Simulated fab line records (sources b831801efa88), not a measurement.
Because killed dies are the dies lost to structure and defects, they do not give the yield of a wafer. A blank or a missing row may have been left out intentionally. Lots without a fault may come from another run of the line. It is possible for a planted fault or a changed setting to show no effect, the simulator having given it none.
The tool behind it: which one? -- flow sfq-line -- at 1 step of a route of 325, 7 lots with 21 wafers sampled

## WHAT THE GAUGES READ, wafer by wafer
SFQ_I4_BOW_MEAS_927.
lot,measured,on,I4_BOW (um)
L529,day 56 21:04,film-metro-04,15 13 14
L532,day 58 03:25,film-metro-04,20 15 25
L538,day 60 03:05,film-metro-02,0 2 4
L544,day 62 00:44,film-metro-01,15 9 3
L547,day 62 15:52,film-metro-02,4 5 3
L549,day 63 01:46,film-metro-01,-3 8 -3
L551,day 63 19:31,film-metro-02,1 -4 9

## WHICH TOOL RAN EACH LOT (tool, then ch and the chambers of the sampled wafers, then the start)
Record: no process step prior to these readings.

## THE ANSWER, worked out from the rows above alone
Rule: the usual values come from the lots themselves. Put in order of their means at a reading, lots are off if they are a third of the lots or fewer, leave a main group of 4 or more, and stand apart from it by a gap of 3 or more times the standard deviation of the main group's means; of several such gaps the widest counts. The tables above print the reading to a certain number of digits; a main group whose means all agree to those digits is not used. Also off: a lot with no number at a reading for which 4 or more lots have one. All remaining lots with rows at the step are treated as sound.
No lot is off on any of the readings shown, so nothing can be concluded from this.

## WHAT THE SIMULATOR HAD PUT IN
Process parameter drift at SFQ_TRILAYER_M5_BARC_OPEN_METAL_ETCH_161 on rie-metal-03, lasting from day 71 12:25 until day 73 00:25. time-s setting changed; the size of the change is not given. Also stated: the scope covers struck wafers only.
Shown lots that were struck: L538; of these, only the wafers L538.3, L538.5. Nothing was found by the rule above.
